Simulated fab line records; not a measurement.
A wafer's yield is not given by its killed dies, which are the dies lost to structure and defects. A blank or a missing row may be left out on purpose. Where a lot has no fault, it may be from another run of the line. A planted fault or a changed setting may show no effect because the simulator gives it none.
Which tool did it? :: flow sky130 :: Sampling: 12 lots, 36 wafers, 4 of 708 route steps

## WHAT THE GAUGES READ, wafer by wafer
SKY_NWELL_TW_MEAS_26.
lot: L964
measured: day 5 09:34
on: film metro-01
NWELL_2_TW: 485 486 484

lot: L965
measured: day 5 15:35
on: film metro-02
NWELL_2_TW: 487 487 487

lot: L966
measured: day 5 22:45
on: film metro-04
NWELL_2_TW: 503 504 504

lot: L967
measured: day 6 07:09
on: film metro-02
NWELL_2_TW: 482 481 484

lot: L969
measured: day 6 14:14
on: film metro-01
NWELL_2_TW: 485 486 486

lot: L971
measured: day 7 01:55
on: film metro-01
NWELL_2_TW: 492 492 494

lot: L972
measured: day 7 13:14
on: film metro-04
NWELL_2_TW: 505 504 503

lot: L979
measured: day 9 05:11
on: film metro-02
NWELL_2_TW: 555 554 554

lot: L980
measured: day 9 10:26
on: film metro-04
NWELL_2_TW: 582 579 582

lot: L983
measured: day 10 10:05
on: film metro-02
NWELL_2_TW: 482 483 483

lot: L986
measured: day 10 20:25
on: film metro-01
NWELL_2_TW: 488 488 490

lot: L987
measured: day 11 01:49
on: film metro-04
NWELL_2_TW: 507 505 503

SKY_VT_ADJUST_LVTN_TW_MEAS_10.
lot: L964
measured: day 7 00:20
on: film metro-02
VT_ADJUST_LVTN_TW: 233 234 234

lot: L965
measured: day 7 06:26
on: film metro-04
VT_ADJUST_LVTN_TW: 245 245 244

lot: L966
measured: day 7 14:35
on: film metro-04
VT_ADJUST_LVTN_TW: 244 245 244

lot: L967
measured: day 7 23:35
on: film metro-02
VT_ADJUST_LVTN_TW: 235 235 235

lot: L969
measured: day 8 07:47
on: film metro-03
VT_ADJUST_LVTN_TW: 246 245 245

lot: L971
measured: day 8 20:22
on: film metro-03
VT_ADJUST_LVTN_TW: 246 245 245

lot: L972
measured: day 9 07:29
on: film metro-03
VT_ADJUST_LVTN_TW: 245 245 245

lot: L979
measured: day 11 01:38
on: film metro-03
VT_ADJUST_LVTN_TW: 243 244 243

lot: L980
measured: day 11 07:41
on: film metro-03
VT_ADJUST_LVTN_TW: 243 244 246

lot: L983
measured: day 12 09:44
on: film metro-04
VT_ADJUST_LVTN_TW: 245 245 244

lot: L986
measured: day 12 21:23
on: film metro-03
VT_ADJUST_LVTN_TW: 243 242 243

lot: L987
measured: day 13 03:37
on: film metro-04
VT_ADJUST_LVTN_TW: 242 242 243

SKY_SONOS_TUNNEL_OVL_MEAS_08.
lot: L964
measured: day 11 09:52
on: overlay-02
SONOS_TUNNEL_OVL (nm): -2.6 -3.1 -0.2

lot: L965
measured: day 11 18:27
on: overlay-01
SONOS_TUNNEL_OVL (nm): -1.4 -2.4 -2.3

lot: L966
measured: day 12 03:37
on: overlay-01
SONOS_TUNNEL_OVL (nm): -0.9 0.4 -3.2

lot: L967
measured: day 12 15:46
on: overlay-02
SONOS_TUNNEL_OVL (nm): -2.6 -2.3 -1.2

lot: L969
measured: day 13 00:42
on: overlay-01
SONOS_TUNNEL_OVL (nm): 0.3 0.5 -0.4

lot: L971
measured: day 13 16:08
on: overlay-02
SONOS_TUNNEL_OVL (nm): -0.7 0.3 0.9

lot: L972
measured: day 14 06:36
on: overlay-02
SONOS_TUNNEL_OVL (nm): 3.3 3.2 2.0

lot: L979
measured: day 16 09:53
on: overlay-02
SONOS_TUNNEL_OVL (nm): -1.8 1.0 -2.1

lot: L980
measured: day 16 19:01
on: overlay-01
SONOS_TUNNEL_OVL (nm): 2.4 2.2 2.1

lot: L983
measured: day 18 00:28
on: overlay-01
SONOS_TUNNEL_OVL (nm): -1.8 0.9 1.2

lot: L986
measured: day 18 15:34
on: overlay-01
SONOS_TUNNEL_OVL (nm): 0.0 0.6 0.7

lot: L987
measured: day 18 20:35
on: overlay-02
SONOS_TUNNEL_OVL (nm): 1.0 1.5 0.2

## WHAT TOOL EACH LOT RAN ON (gives the tool, then ch and the chambers of the sampled wafers, and finally the start)
lot: L964
SKY_NWELL_IMPLANT_24: implanter-01 ch 0, day 5 09:19

lot: L965
SKY_NWELL_IMPLANT_24: implanter-04 ch 0, day 5 15:20

lot: L966
SKY_NWELL_IMPLANT_24: implanter-04 ch 0, day 5 22:31

lot: L967
SKY_NWELL_IMPLANT_24: implanter-01 ch 0, day 6 06:55

lot: L969
SKY_NWELL_IMPLANT_24: implanter-04 ch 0, day 6 13:59

lot: L971
SKY_NWELL_IMPLANT_24: implanter-04 ch 0, day 7 01:41

lot: L972
SKY_NWELL_IMPLANT_24: implanter-02 ch 0, day 7 12:59

lot: L979
SKY_NWELL_IMPLANT_24: implanter-01 ch 0, day 9 04:56

lot: L980
SKY_NWELL_IMPLANT_24: implanter-01 ch 0, day 9 10:11

lot: L983
SKY_NWELL_IMPLANT_24: implanter-02 ch 0, day 10 09:50

lot: L986
SKY_NWELL_IMPLANT_24: implanter-02 ch 0, day 10 20:10

lot: L987
SKY_NWELL_IMPLANT_24: implanter-04 ch 0, day 11 01:35
- SKY_NWELL_IMPLANT_24

## WHAT THE TOOLS THEMSELVES READ (means of the sampled wafers that have a number; where no wafer has one, the mark that the record gives instead)
SKY_NWELL_IMPLANT_24.
lot: L964
tool: implanter-01
dose ions cm2: 9.194e+12
faraday current uA: 51.8

lot: L965
tool: implanter-04
dose ions cm2: 9.204e+12
faraday current uA: 51.5

lot: L966
tool: implanter-04
dose ions cm2: 9.196e+12
faraday current uA: 51.4

lot: L967
tool: implanter-01
dose ions cm2: 9.195e+12
faraday current uA: 52.5

lot: L969
tool: implanter-04
dose ions cm2: 9.198e+12
faraday current uA: 51.1

lot: L971
tool: implanter-04
dose ions cm2: 9.190e+12
faraday current uA: 52.1

lot: L972
tool: implanter-02
dose ions cm2: 9.207e+12
faraday current uA: 52.7

lot: L979
tool: implanter-01
dose ions cm2: 1.443e+13
faraday current uA: 80.1

lot: L980
tool: implanter-01
dose ions cm2: 1.444e+13
faraday current uA: 81.4

lot: L983
tool: implanter-02
dose ions cm2: 9.204e+12
faraday current uA: 51.8

lot: L986
tool: implanter-02
dose ions cm2: 9.189e+12
faraday current uA: 53.0

lot: L987
tool: implanter-04
dose ions cm2: 9.187e+12
faraday current uA: 51.2

## THE ANSWER, worked out from the rows above alone
Rule: the lots themselves supply what counts as usual. Put in order of their means at a reading, lots are off if they are a third of the lots or fewer, leave a main group of 4 or more, and stand apart from it by a gap of 3 or more times the standard deviation of the main group's means; of several such gaps the widest counts. A main group whose means are all the same, to the digits that the tables above print for the reading, isn't used. Also off: a lot with no number at a reading for which 4 or more lots have one. Any other lot the step has rows for is counted as sound. Order of review: gauges by route order, followed by the tools' own readings, for which a lot's mean as printed above is used. At the first step where some lot is off, the reading lying furthest off is the one used; lots without a number count as furthest.
Off: L979, L980, seen at SKY_NWELL_TW_MEAS_26 (NWELL_2_TW). Mean 492 and standard deviation 8.7 in the main group.
If a tool, at a process step before that reading, ran all the lots that are off and no sound lot after the first of them, it fits. The gauges at SKY_NWELL_TW_MEAS_26 aren't tried: what is off there is off at SKY_NWELL_IMPLANT_24 too, on other tools, and a gauge's error can't cause that. One fits: SKY_NWELL_IMPLANT_24 on implanter-01. A fault onset in the window from L967 (day 6 06:55, its last sound lot) to L979 (day 9 04:56, its first lot off) fits.
The tool's own readings at SKY_NWELL_IMPLANT_24 bear it out: on the lots that are off they differ by more than 5 times the standard deviation of the sound lots' means. dose ions cm2 reads 1.444e+13 there against 9.196e+12 on the sound lots; faraday current uA reads 80.8 there against 51.9 on the sound lots.

## WHAT THE SIMULATOR HAD PUT IN
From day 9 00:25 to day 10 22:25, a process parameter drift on implanter-01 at SKY_NWELL_IMPLANT_24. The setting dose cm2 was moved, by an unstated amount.
Shown lots that were struck: L979, L980. The rule given above showed the same thing.
